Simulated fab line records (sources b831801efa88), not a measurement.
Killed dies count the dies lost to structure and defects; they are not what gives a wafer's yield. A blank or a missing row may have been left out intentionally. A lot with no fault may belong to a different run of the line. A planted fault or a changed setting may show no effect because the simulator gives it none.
fab line records	flow sky130
record lots=13	wafers=39	last_day=50
route steps=708 shown VT_ADJUST_PCH@150 SONOS_ONO@169 GATE_OXIDE@189 PAD_OPEN@708
lots that met no fault: taken from a fault-free run of the same line
start_h: the number of hours between the record's first day and the start of the first shown wafer of the lot	wait_h: how many hours have passed since the lot's step before this one	" the same as in the row above	L1.1+2: a row that stands for several wafers	- no value, or no start was given	* or withheld: withheld	< > ~ a bound
route shown NAME@n: a module of which the file shows steps, and the number in the route of the first	usual: mean/standard deviation of fault-free wafers	same: alike in all rows	chamber/n: place in a boat	sites: per-site readings	_std_site: the standard deviation of these	_edge_site: the outer-site mean with the inner-site mean subtracted	radius_mm: how far each site lies from the wafer's centre	mask NAME#n: copy n	behind: tool/chamber where the wafer was last shaped	hold: why the lot was held/for how many hours/how that ended	device: the n, p or np transistor that did not switch	end of line: the same wafers' tests at the end of the route	where a step has no rows: the recipe by itself	killed: count of dies lost to structure and defects at first sort (not the wafer's yield)	map: the dies of a wafer, with x for killed, . for not killed, _ for no die there
set.NAME: the setting as run; set.NAME@STEP: as run at that earlier step	model.NAME: the simulator's own value behind a step, which no gauge read
route steps across a sampled set of lots; one table per step, one row per wafer
services: a tool's chamber out of use, with start hour (start_h, from the record's first day; less than 0 if before it), hours out, and reason
## steps
# step SKY_VT_ADJUST_PCH_OVL_MEAS_07
# usual VT_ADJUST_PCH_OVL=-0.8/1.4
lot.wafer	tool	chamber	start_h	wait_h	VT_ADJUST_PCH_OVL[nm]
L378.1	overlay-01	-	224.24	-	0.0
L378.2	"	-	"	"	-1.5
L378.6	"	-	"	"	-0.9
L379.2	overlay-02	-	234.77	-	-0.8
L379.4	"	-	"	"	-0.2
L379.5	"	-	"	"	0.1
L380.1	overlay-02	-	236.83	-	-3.2
L380.5	"	-	"	"	-2.6
L380.6	"	-	"	"	-2.2
L381.2	overlay-01	-	248.38	-	-0.3
L381.5	"	-	"	"	-1.1
L381.6	"	-	"	"	-3.2
L382.3	overlay-01	-	254.69	-	-1.0
L382.4	"	-	"	"	0.6
L382.6	"	-	"	"	0.9
L388.2	overlay-02	-	299.18	-	0.7
L388.4	"	-	"	"	-0.3
L388.6	"	-	"	"	-1.3
L389.1	overlay-02	-	306.19	-	-4.3
L389.4	"	-	"	"	-2.9
L389.5	"	-	"	"	-3.9
L390.1	overlay-02	-	320.46	-	2.8
L390.2	"	-	"	"	1.4
L390.4	"	-	"	"	0.0
L397.4	overlay-02	-	368.03	-	-1.6
L397.5	"	-	"	"	-2.5
L397.6	"	-	"	"	-1.2
L398.2	overlay-02	-	377.70	-	-2.0
L398.4	"	-	"	"	-1.6
L398.6	"	-	"	"	-1.8
L399.3	overlay-01	-	386.59	-	-1.7
L399.4	"	-	"	"	-0.7
L399.5	"	-	"	"	-0.2
L400.4	overlay-02	-	391.66	-	0.1
L400.5	"	-	"	"	-0.1
L400.6	"	-	"	"	0.2
L401.3	overlay-02	-	402.80	-	1.2
L401.4	"	-	"	"	-0.1
L401.5	"	-	"	"	1.3
# step SKY_SONOS_ONO_THK_MEAS_01
# recipe reads=SiO2_of_SONOS_ONO_OXIDATION_00
# usual SONOS_ONO_OXIDATION_THK=2.61/0.056
lot.wafer	tool	chamber	start_h	wait_h	SONOS_ONO_OXIDATION_THK[nm]
L378.1	film_metro-03	-	249.36	0.0	2.60
L378.2	"	-	"	"	2.54
L378.6	"	-	"	"	2.63
L379.2	film_metro-04	-	259.92	0.0	2.55
L379.4	"	-	"	"	2.53
L379.5	"	-	"	"	2.60
L380.1	film_metro-03	-	263.45	0.0	2.67
L380.5	"	-	"	"	2.62
L380.6	"	-	"	"	2.61
L381.2	film_metro-01	-	276.16	0.0	2.60
L381.5	"	-	"	"	2.52
L381.6	"	-	"	"	2.60
L382.3	film_metro-03	-	281.89	0.0	2.56
L382.4	"	-	"	"	2.64
L382.6	"	-	"	"	2.65
L388.2	film_metro-04	-	328.74	0.0	2.53
L388.4	"	-	"	"	2.54
L388.6	"	-	"	"	2.56
L389.1	film_metro-01	-	335.36	0.0	2.63
L389.4	"	-	"	"	2.69
L389.5	"	-	"	"	2.59
L390.1	film_metro-01	-	348.78	0.0	2.55
L390.2	"	-	"	"	2.61
L390.4	"	-	"	"	2.58
L397.4	film_metro-04	-	399.97	0.0	2.52
L397.5	"	-	"	"	2.52
L397.6	"	-	"	"	2.51
L398.2	film_metro-01	-	409.02	0.0	2.59
L398.4	"	-	"	"	2.64
L398.6	"	-	"	"	2.63
L399.3	film_metro-04	-	418.44	0.0	2.68
L399.4	"	-	"	"	2.54
L399.5	"	-	"	"	2.65
L400.4	film_metro-01	-	430.95	0.0	2.69
L400.5	"	-	"	"	2.72
L400.6	"	-	"	"	2.70
L401.3	film_metro-01	-	433.88	0.0	2.62
L401.4	"	-	"	"	2.67
L401.5	"	-	"	"	2.67
# step SKY_SONOS_ONO_CVD_04
# recipe material=SiO2	precursor=SiH4/N2O	target_thk_nm=5.7199	temp_c=900	pressure_mtorr=400
# usual zone_power_bottom_pct=26.0/2.7
lot.wafer	tool	chamber	start_h	wait_h	zone_power_bottom_pct
L378.1	lpcvd-03	0	252.75	0.1	23.0
L378.2	"	0	"	"	22.9
L378.6	"	0	"	"	22.8
L379.2	lpcvd-03	0	261.08	0.0	22.8
L379.4	"	0	"	"	22.9
L379.5	"	0	"	"	22.7
L380.1	lpcvd-03	0	264.62	0.1	22.8
L380.5	"	0	"	"	23.1
L380.6	"	0	"	"	23.0
L381.2	lpcvd-03	0	278.45	0.0	22.7
L381.5	"	0	"	"	23.4
L381.6	"	0	"	"	23.2
L382.3	lpcvd-03	1	283.85	0.0	28.0
L382.4	"	1	"	"	27.5
L382.6	"	1	"	"	28.4
L388.2	lpcvd-03	1	331.33	0.0	28.3
L388.4	"	1	"	"	28.3
L388.6	"	1	"	"	28.3
L389.1	lpcvd-03	1	336.53	0.1	28.4
L389.4	"	1	"	"	28.3
L389.5	"	1	"	"	28.3
L390.1	lpcvd-03	1	350.23	0.1	28.4
L390.2	"	1	"	"	28.3
L390.4	"	1	"	"	28.2
L397.4	lpcvd-03	1	421.58	19.7	27.9
L397.5	"	1	"	"	28.4
L397.6	"	1	"	"	28.5
L398.2	lpcvd-03	1	421.58	8.9	28.7
L398.4	"	1	"	"	28.6
L398.6	"	1	"	"	28.4
L399.3	lpcvd-03	0	423.66	0.0	22.9
L399.4	"	0	"	"	23.0
L399.5	"	0	"	"	23.2
L400.4	lpcvd-03	1	432.53	0.0	28.4
L400.5	"	1	"	"	27.9
L400.6	"	1	"	"	28.5
L401.3	lpcvd-03	0	436.73	0.0	22.7
L401.4	"	0	"	"	23.1
L401.5	"	0	"	"	23.1
# step SKY_SONOS_ONO_THK_MEAS_05
# recipe reads=SiO2_of_SONOS_ONO_CVD_04
# usual SONOS_ONO_CVD_04_THK=5.79/0.095
lot.wafer	tool	chamber	start_h	wait_h	hold	SONOS_ONO_CVD_04_THK[nm]
L378.1	film_metro-04	-	254.00	0.0	-	5.95
L378.2	"	-	"	"	-	5.80
L378.6	"	-	"	"	-	5.86
L379.2	film_metro-04	-	262.96	0.0	-	5.74
L379.4	"	-	"	"	-	5.77
L379.5	"	-	"	"	-	5.68
L380.1	film_metro-01	-	265.87	0.0	-	5.89
L380.5	"	-	"	"	-	5.85
L380.6	"	-	"	"	-	5.76
L381.2	film_metro-01	-	279.71	0.0	-	5.82
L381.5	"	-	"	"	-	5.77
L381.6	"	-	"	"	-	5.74
L382.3	film_metro-03	-	285.12	0.0	-	5.86
L382.4	"	-	"	"	-	5.88
L382.6	"	-	"	"	-	5.79
L388.2	film_metro-04	-	332.59	0.0	-	5.77
L388.4	"	-	"	"	-	5.87
L388.6	"	-	"	"	-	5.79
L389.1	film_metro-03	-	337.78	0.0	await_dispo/0.2h/release	3.94
L389.4	"	-	"	"	await_dispo/0.2h/release	3.95
L389.5	"	-	"	"	await_dispo/0.2h/release	3.86
L389.1	film_metro-03	-	338.00	0.2	-	3.93
L389.4	"	-	"	"	-	3.95
L389.5	"	-	"	"	-	3.94
L390.1	film_metro-03	-	351.48	0.0	await_dispo/0.2h/release	3.89
L390.2	"	-	"	"	await_dispo/0.2h/release	3.90
L390.4	"	-	"	"	await_dispo/0.2h/release	3.85
L390.1	film_metro-03	-	351.70	0.2	-	3.90
L390.2	"	-	"	"	-	3.92
L390.4	"	-	"	"	-	3.91
L398.2	film_metro-04	-	422.84	0.0	-	5.84
L398.4	"	-	"	"	-	5.80
L398.6	"	-	"	"	-	5.78
L397.4	film_metro-01	-	422.86	0.0	-	5.68
L397.5	"	-	"	"	-	5.72
L397.6	"	-	"	"	-	5.82
L399.3	film_metro-01	-	424.93	0.0	-	5.75
L399.4	"	-	"	"	-	5.84
L399.5	"	-	"	"	-	5.79
L400.4	film_metro-01	-	433.81	0.0	-	5.81
L400.5	"	-	"	"	-	5.84
L400.6	"	-	"	"	-	5.80
L401.3	film_metro-01	-	438.00	0.0	-	5.71
L401.4	"	-	"	"	-	5.67
L401.5	"	-	"	"	-	5.73
# step SKY_GATE_OXIDE_THK_MEAS_02
# recipe reads=SiO2_of_GATE_OXIDE_OXIDATION_01
# usual GATE_OXIDE_OXIDATION_00_THK=10.27/0.17
lot.wafer	tool	chamber	start_h	wait_h	GATE_OXIDE_OXIDATION_00_THK[nm]
L378.1	film_metro-04	-	280.53	0.0	9.95
L378.2	"	-	"	"	10.32
L378.6	"	-	"	"	9.90
L379.2	film_metro-01	-	289.21	0.0	10.21
L379.4	"	-	"	"	10.14
L379.5	"	-	"	"	10.22
L380.1	film_metro-04	-	293.23	0.0	10.12
L380.5	"	-	"	"	10.10
L380.6	"	-	"	"	10.03
L381.2	film_metro-02	-	305.91	0.0	10.47
L381.5	"	-	"	"	10.51
L381.6	"	-	"	"	10.58
L382.3	film_metro-01	-	312.04	0.0	10.15
L382.4	"	-	"	"	10.23
L382.6	"	-	"	"	10.07
L388.2	film_metro-01	-	362.53	0.0	10.21
L388.4	"	-	"	"	10.16
L388.6	"	-	"	"	10.43
L389.1	film_metro-04	-	367.78	0.0	10.50
L389.4	"	-	"	"	10.27
L389.5	"	-	"	"	10.30
L390.1	film_metro-02	-	382.53	0.0	10.44
L390.2	"	-	"	"	10.44
L390.4	"	-	"	"	10.49
L398.2	film_metro-02	-	454.78	0.0	10.39
L398.4	"	-	"	"	10.26
L398.6	"	-	"	"	10.13
L397.4	film_metro-01	-	457.38	0.0	10.42
L397.5	"	-	"	"	10.37
L397.6	"	-	"	"	10.38
L399.3	film_metro-02	-	457.43	0.1	10.49
L399.4	"	-	"	"	10.33
L399.5	"	-	"	"	10.42
L400.4	film_metro-01	-	467.01	0.0	10.10
L400.5	"	-	"	"	10.24
L400.6	"	-	"	"	10.16
L401.3	film_metro-01	-	471.06	0.0	10.67
L401.4	"	-	"	"	10.48
L401.5	"	-	"	"	10.40
# step SKY_PAD_OPEN_PROBE_99
# usual killed_at_M0_to_M3=43/6.7	killed_at_M4_up=3.0/1.9	killed_at_contacts=25/5.4	killed_at_front_end=16/4.5	killed_at_other=0.4/0.62	killed_dies=87/9.6	killed_open=47/7	killed_short=39/6.1
# same gross_dies=492	killed_at_back_side=0
lot.wafer	tool	chamber	start_h	wait_h	killed_at_M0_to_M3	killed_at_M4_up	killed_at_contacts	killed_at_front_end	killed_at_other	killed_dies	killed_open	killed_short
L378.1	prober-01	-	1072.39	0.1	46	3	28	13	0	90	52	38
L378.2	prober-01	-	1072.44	0.1	44	3	33	14	0	94	54	39
L378.6	prober-01	-	1072.64	0.2	47	2	38	20	0	107	56	51
L379.2	prober-02	-	1075.59	0.1	52	4	24	12	0	92	43	49
L379.4	prober-02	-	1075.69	0.2	37	3	23	19	0	82	34	48
L379.5	prober-02	-	1075.74	0.2	37	3	20	17	0	77	43	34
L380.1	prober-01	-	1082.09	0.1	41	1	28	21	0	91	50	41
L380.5	prober-01	-	1082.29	0.2	42	6	29	13	0	90	52	38
L380.6	prober-01	-	1082.34	0.2	44	3	30	18	0	95	48	47
L381.2	prober-02	-	1088.56	0.1	31	2	28	22	0	83	52	31
L381.5	prober-02	-	1088.71	0.2	41	1	29	12	0	83	42	41
L381.6	prober-02	-	1088.76	0.2	35	5	34	15	1	90	48	42
L382.3	prober-01	-	1094.56	0.2	43	3	24	18	1	89	49	40
L382.4	prober-01	-	1094.61	0.2	41	3	21	26	1	92	48	44
L382.6	prober-01	-	1094.71	0.2	48	5	27	22	0	102	52	50
L388.2	prober-01	-	1135.74	0.1	47	0	17	20	1	85	46	37
L388.4	prober-01	-	1135.84	0.2	41	5	12	13	0	71	39	32
L388.6	prober-01	-	1135.94	0.2	43	4	29	13	0	89	43	46
L389.1	prober-02	-	1137.38	0.1	46	4	20	10	0	80	39	41
L389.4	prober-02	-	1137.53	0.2	42	2	28	11	0	83	45	37
L389.5	prober-02	-	1137.58	0.2	54	5	28	17	0	104	55	49
L390.1	prober-01	-	1147.82	0.1	52	5	23	20	0	100	56	41
L390.2	prober-01	-	1147.87	0.1	41	2	16	17	2	78	46	31
L390.4	prober-01	-	1147.97	0.2	56	2	25	20	0	103	60	41
L398.2	prober-02	-	1187.39	0.1	45	3	29	12	1	90	50	37
L398.4	prober-02	-	1187.49	0.2	37	2	29	11	1	80	38	41
L398.6	prober-02	-	1187.59	0.2	36	4	22	8	1	71	42	28
L397.4	prober-01	-	1189.76	0.2	41	3	25	12	0	81	44	37
L397.5	prober-01	-	1189.81	0.2	34	1	17	22	0	74	49	25
L397.6	prober-01	-	1189.86	0.2	43	0	27	12	0	82	46	36
L399.3	prober-02	-	1191.21	0.2	43	3	31	19	1	97	54	42
L399.4	prober-02	-	1191.26	0.2	47	3	22	19	0	91	44	47
L399.5	prober-02	-	1191.31	0.2	29	3	21	14	0	67	33	34
L400.4	prober-01	-	1194.19	0.2	39	2	32	9	0	82	44	38
L400.5	prober-01	-	1194.24	0.2	46	4	19	20	0	89	43	45
L400.6	prober-01	-	1194.29	0.2	37	1	18	11	0	67	43	24
L401.3	prober-02	-	1196.49	0.2	31	4	11	7	1	54	26	28
L401.4	prober-02	-	1196.54	0.2	33	2	31	10	0	76	42	34
L401.5	prober-02	-	1196.59	0.2	39	4	26	14	0	83	47	36
# killed by level:class
L378.1 VIA1:geometric_particle:open=16 CONTACT:geometric_particle:open=13 VIA2:geometric_particle:open=9 FIELD_ISO:geometric_particle:short=6 LOCAL_INTERCONNECT:geometric_particle:short=6 VIA3:geometric_particle:open=6 CONTACT:geometric_particle:short=5 VIA1:geometric_particle:short=4
L378.2 CONTACT:geometric_particle:open=13 LI_CONTACT:geometric_particle:open=11 VIA1:geometric_particle:open=10 VIA3:geometric_particle:open=9 METAL1:geometric_particle:short=7 VIA1:geometric_particle:short=4 FIELD_ISO:geometric_particle:short=3 POLY_GATE:geometric_particle:short=3
L378.6 VIA1:geometric_particle:open=12 LI_CONTACT:geometric_particle:open=11 CONTACT:geometric_particle:open=11 VIA1:geometric_particle:short=8 FIELD_ISO:geometric_particle:short=7 LI_CONTACT:geometric_particle:short=6 CONTACT:geometric_particle:short=6 METAL2:geometric_particle:short=6
L379.2 METAL2:geometric_particle:short=15 VIA1:geometric_particle:open=8 LI_CONTACT:geometric_particle:open=7 CONTACT:geometric_particle:open=7 VIA2:geometric_particle:open=7 METAL1:geometric_particle:short=6 POLY_GATE:geometric_particle:open=5 LOCAL_INTERCONNECT:geometric_particle:short=5
L379.4 POLY_GATE:geometric_particle:short=8 METAL2:geometric_particle:short=7 LOCAL_INTERCONNECT:geometric_particle:short=6 CONTACT:geometric_particle:open=6 METAL1:geometric_particle:short=6 LI_CONTACT:geometric_particle:open=5 LI_CONTACT:geometric_particle:short=5 FIELD_ISO:geometric_particle:open=4
L379.5 VIA1:geometric_particle:open=9 POLY_GATE:geometric_particle:short=7 VIA2:geometric_particle:open=6 LI_CONTACT:geometric_particle:short=5 LI_CONTACT:geometric_particle:open=5 CONTACT:geometric_particle:open=5 METAL1:geometric_particle:open=5 FIELD_ISO:geometric_particle:open=4
L380.1 CONTACT:geometric_particle:open=9 VIA1:geometric_particle:open=8 FIELD_ISO:geometric_particle:open=7 LI_CONTACT:geometric_particle:open=7 METAL1:geometric_particle:short=7 FIELD_ISO:geometric_particle:short=6 CONTACT:geometric_particle:short=6 METAL2:geometric_particle:short=5
L380.5 LI_CONTACT:geometric_particle:open=10 CONTACT:geometric_particle:open=10 VIA1:geometric_particle:open=9 VIA3:geometric_particle:open=8 METAL4:geometric_particle:short=6 FIELD_ISO:geometric_particle:short=5 POLY_GATE:geometric_particle:open=5 CONTACT:geometric_particle:short=5
L380.6 VIA2:geometric_particle:open=14 LI_CONTACT:geometric_particle:open=11 CONTACT:geometric_particle:short=9 VIA1:geometric_particle:open=9 FIELD_ISO:geometric_particle:short=6 METAL2:geometric_particle:short=6 POLY_GATE:geometric_particle:short=5 CONTACT:geometric_particle:open=5
L381.2 CONTACT:geometric_particle:open=12 VIA1:geometric_particle:open=10 FIELD_ISO:geometric_particle:open=6 LI_CONTACT:geometric_particle:open=6 VIA3:geometric_particle:open=6 FIELD_ISO:geometric_particle:short=4 LI_CONTACT:geometric_particle:short=4 LOCAL_INTERCONNECT:geometric_particle:short=4
L381.5 VIA1:geometric_particle:open=10 CONTACT:geometric_particle:open=9 CONTACT:geometric_particle:short=7 LI_CONTACT:geometric_particle:open=7 VIA1:geometric_particle:short=7 VIA2:geometric_particle:open=6 FIELD_ISO:geometric_particle:open=5 METAL1:geometric_particle:short=4
L381.6 CONTACT:geometric_particle:open=14 LI_CONTACT:geometric_particle:open=9 VIA2:geometric_particle:open=9 VIA1:geometric_particle:open=7 LOCAL_INTERCONNECT:geometric_particle:short=5 METAL4:geometric_particle:short=5 POLY_GATE:geometric_particle:short=4 METAL1:geometric_particle:short=4
L382.3 CONTACT:geometric_particle:open=10 VIA2:geometric_particle:open=10 FIELD_ISO:geometric_particle:short=8 LI_CONTACT:geometric_particle:open=7 VIA1:geometric_particle:short=6 VIA3:geometric_particle:open=6 VIA2:geometric_particle:short=5 POLY_GATE:geometric_particle:open=4
L382.4 FIELD_ISO:geometric_particle:open=8 FIELD_ISO:geometric_particle:short=8 CONTACT:geometric_particle:open=7 VIA1:geometric_particle:open=7 LI_CONTACT:geometric_particle:open=6 VIA1:geometric_particle:short=5 CONTACT:geometric_particle:short=5 METAL2:geometric_particle:short=5
L382.6 VIA3:geometric_particle:open=9 CONTACT:geometric_particle:open=9 VIA1:geometric_particle:open=9 METAL1:geometric_particle:short=8 FIELD_ISO:geometric_particle:short=7 VIA2:geometric_particle:open=7 FIELD_ISO:geometric_particle:open=6 LOCAL_INTERCONNECT:geometric_particle:short=6
L388.2 VIA1:geometric_particle:open=16 CONTACT:geometric_particle:open=8 VIA1:geometric_particle:short=8 POLY_GATE:geometric_particle:open=5 VIA3:geometric_particle:open=5 FIELD_ISO:geometric_particle:open=4 VIA2:geometric_particle:open=4 POLY_GATE:geometric_particle:short=4
L388.4 VIA1:geometric_particle:open=11 METAL1:geometric_particle:short=8 VIA3:geometric_particle:open=6 METAL2:geometric_particle:short=5 FIELD_ISO:geometric_particle:short=4 LI_CONTACT:geometric_particle:open=4 CONTACT:geometric_particle:short=4 VIA2:geometric_particle:open=4
L388.6 METAL1:geometric_particle:short=10 VIA1:geometric_particle:open=10 CONTACT:geometric_particle:open=9 LI_CONTACT:geometric_particle:open=6 CONTACT:geometric_particle:short=5 VIA1:geometric_particle:short=5 VIA2:geometric_particle:open=5 POLY_GATE:geometric_particle:short=4
L389.1 VIA1:geometric_particle:short=9 VIA1:geometric_particle:open=8 CONTACT:geometric_particle:short=7 VIA3:geometric_particle:open=7 CONTACT:geometric_particle:open=6 METAL2:geometric_particle:short=6 VIA2:geometric_particle:open=5 METAL1:geometric_particle:short=4
L389.4 CONTACT:geometric_particle:open=9 VIA2:geometric_particle:open=7 LI_CONTACT:geometric_particle:open=6 VIA1:geometric_particle:short=6 VIA1:geometric_particle:open=6 VIA3:geometric_particle:open=6 METAL3:geometric_particle:short=4 CONTACT:geometric_particle:short=4
L389.5 CONTACT:geometric_particle:open=13 VIA2:geometric_particle:open=9 METAL1:geometric_particle:short=8 VIA3:geometric_particle:open=8 VIA1:geometric_particle:open=7 LI_CONTACT:geometric_particle:open=5 VIA3:geometric_particle:short=5 LOCAL_INTERCONNECT:geometric_particle:short=4
L390.1 VIA1:geometric_particle:open=15 VIA2:geometric_particle:open=9 CONTACT:geometric_particle:open=8 VIA3:geometric_particle:open=7 VIA2:geometric_particle:short=6 METAL1:geometric_particle:short=6 LI_CONTACT:geometric_particle:open=5 LI_CONTACT:geometric_particle:short=4
L390.2 VIA1:geometric_particle:open=14 VIA3:geometric_particle:open=7 CONTACT:geometric_particle:open=6 POLY_GATE:geometric_particle:open=4 POLY_GATE:geometric_particle:short=4 LI_CONTACT:geometric_particle:open=4 VIA1:geometric_particle:short=4 VIA2:geometric_particle:open=4
L390.4 LI_CONTACT:geometric_particle:open=13 VIA2:geometric_particle:open=9 VIA1:geometric_particle:open=8 VIA3:geometric_particle:open=8 METAL1:geometric_particle:short=7 POLY_GATE:geometric_particle:short=5 SPACER:geometric_particle:open=5 CONTACT:geometric_particle:open=5
L398.2 VIA2:geometric_particle:open=12 CONTACT:geometric_particle:open=10 VIA1:geometric_particle:short=8 LI_CONTACT:geometric_particle:open=8 VIA1:geometric_particle:open=8 VIA3:geometric_particle:short=5 POLY_GATE:geometric_particle:open=4 LOCAL_INTERCONNECT:geometric_particle:short=4
L398.4 VIA1:geometric_particle:open=10 CONTACT:geometric_particle:open=9 LI_CONTACT:geometric_particle:open=7 METAL1:geometric_particle:short=7 FIELD_ISO:geometric_particle:short=5 LOCAL_INTERCONNECT:geometric_particle:short=5 CONTACT:geometric_particle:short=4 VIA1:geometric_particle:short=4
L398.6 VIA1:geometric_particle:open=12 CONTACT:geometric_particle:open=10 CONTACT:geometric_particle:short=5 VIA1:geometric_particle:short=5 METAL3:geometric_particle:short=5 LI_CONTACT:geometric_particle:open=4 VIA2:geometric_particle:open=4 FIELD_ISO:geometric_particle:open=3
L397.4 VIA1:geometric_particle:open=16 CONTACT:geometric_particle:open=8 METAL2:geometric_particle:short=6 LI_CONTACT:geometric_particle:open=5 LOCAL_INTERCONNECT:geometric_particle:short=5 POLY_GATE:geometric_particle:short=4 VIA1:geometric_particle:short=4 METAL1:geometric_particle:short=4
L397.5 VIA3:geometric_particle:open=11 FIELD_ISO:geometric_particle:open=7 POLY_GATE:geometric_particle:open=7 LI_CONTACT:geometric_particle:open=6 VIA1:geometric_particle:open=6 CONTACT:geometric_particle:short=4 FIELD_ISO:geometric_particle:short=3 VIA3:geometric_particle:short=3
L397.6 VIA2:geometric_particle:open=9 LI_CONTACT:geometric_particle:open=9 CONTACT:geometric_particle:open=9 VIA1:geometric_particle:open=9 POLY_GATE:geometric_particle:short=5 CONTACT:geometric_particle:short=5 METAL2:geometric_particle:short=5 FIELD_ISO:geometric_particle:short=4
L399.3 CONTACT:geometric_particle:open=15 VIA1:geometric_particle:open=10 POLY_GATE:geometric_particle:short=7 VIA2:geometric_particle:open=7 CONTACT:geometric_particle:short=6 METAL2:geometric_particle:short=6 POLY_GATE:geometric_particle:open=5 LI_CONTACT:geometric_particle:open=4
L399.4 CONTACT:geometric_particle:open=9 FIELD_ISO:geometric_particle:open=7 VIA1:geometric_particle:open=7 VIA3:geometric_particle:open=7 METAL1:geometric_particle:short=6 VIA1:geometric_particle:short=6 VIA2:geometric_particle:open=6 LOCAL_INTERCONNECT:geometric_particle:short=5
L399.5 CONTACT:geometric_particle:short=7 VIA1:geometric_particle:open=6 METAL1:geometric_particle:short=5 POLY_GATE:geometric_particle:short=4 LI_CONTACT:geometric_particle:open=4 LOCAL_INTERCONNECT:geometric_particle:short=4 CONTACT:geometric_particle:open=4 FIELD_ISO:geometric_particle:short=3
L400.4 CONTACT:geometric_particle:open=14 LI_CONTACT:geometric_particle:open=9 VIA1:geometric_particle:open=6 VIA1:geometric_particle:short=6 VIA2:geometric_particle:open=6 METAL1:geometric_particle:short=5 LI_CONTACT:geometric_particle:short=4 CONTACT:geometric_particle:short=4
L400.5 VIA2:geometric_particle:open=10 METAL1:geometric_particle:short=8 FIELD_ISO:geometric_particle:short=6 LI_CONTACT:geometric_particle:open=6 VIA1:geometric_particle:open=6 POLY_GATE:geometric_particle:open=5 CONTACT:geometric_particle:open=5 METAL2:geometric_particle:short=5
L400.6 VIA1:geometric_particle:open=13 LI_CONTACT:geometric_particle:open=5 CONTACT:geometric_particle:short=4 CONTACT:geometric_particle:open=4 VIA2:geometric_particle:open=4 VIA3:geometric_particle:open=4 FIELD_ISO:geometric_particle:open=3 POLY_GATE:geometric_particle:open=3
L401.3 VIA1:geometric_particle:open=5 CONTACT:geometric_particle:open=5 VIA2:geometric_particle:open=5 METAL4:geometric_particle:short=4 METAL1:geometric_particle:short=4 METAL2:geometric_particle:short=4 VIA3:geometric_particle:open=4 POLY_GATE:geometric_particle:short=3
L401.4 CONTACT:geometric_particle:open=10 LI_CONTACT:geometric_particle:open=8 VIA1:geometric_particle:open=7 VIA2:geometric_particle:open=5 METAL2:geometric_particle:short=5 LI_CONTACT:geometric_particle:short=4 CONTACT:geometric_particle:short=4 LOCAL_INTERCONNECT:geometric_particle:short=3
L401.5 LI_CONTACT:geometric_particle:open=10 VIA3:geometric_particle:open=7 VIA1:geometric_particle:open=6 VIA1:geometric_particle:short=6 VIA2:geometric_particle:open=5 CONTACT:geometric_particle:open=5 FIELD_ISO:geometric_particle:open=4 LOCAL_INTERCONNECT:geometric_particle:short=4
## services
tool	chamber	start_h	hours	kind
lpcvd-03	-	400.98	14.6	pm
lpcvd-03	-	415.58	6.0	pm
## key
first_sign step=SKY_SONOS_ONO_THK_MEAS_05	reading=visit	direction=added
effect step=SKY_SONOS_ONO_THK_MEAS_05	reading=SONOS_ONO_CVD_04_THK	direction=down	sigmas=20	usual=5.79	struck=3.90
met_at SKY_SONOS_ONO_CVD_04
struck_lots L389,L390
struck_wafers L389.1,L389.4,L389.5,L390.1,L390.2,L390.4
tester_left_out L389,L390
not_acting_at SKY_VT_ADJUST_PCH_OVL_MEAS_07,SKY_SONOS_ONO_THK_MEAS_01,SKY_GATE_OXIDE_THK_MEAS_02
onset_between 331.33 336.53
fault kind=process_parameter_drift	tool=lpcvd-03	chamber=1	onset_h=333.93	steps=SKY_SONOS_ONO_CVD_04	channel=target_thk_nm	offset=-1.9085	shape=step	end_h=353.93	stated=5.7199
# tester_left_out: of these lots the tester's yield and bins aren't shown, on N5 and GAA mostly nor the transistor test; their killed dies are dies lost to structure and defects alone, not to doping, threshold or leakage, so they don't give the yield
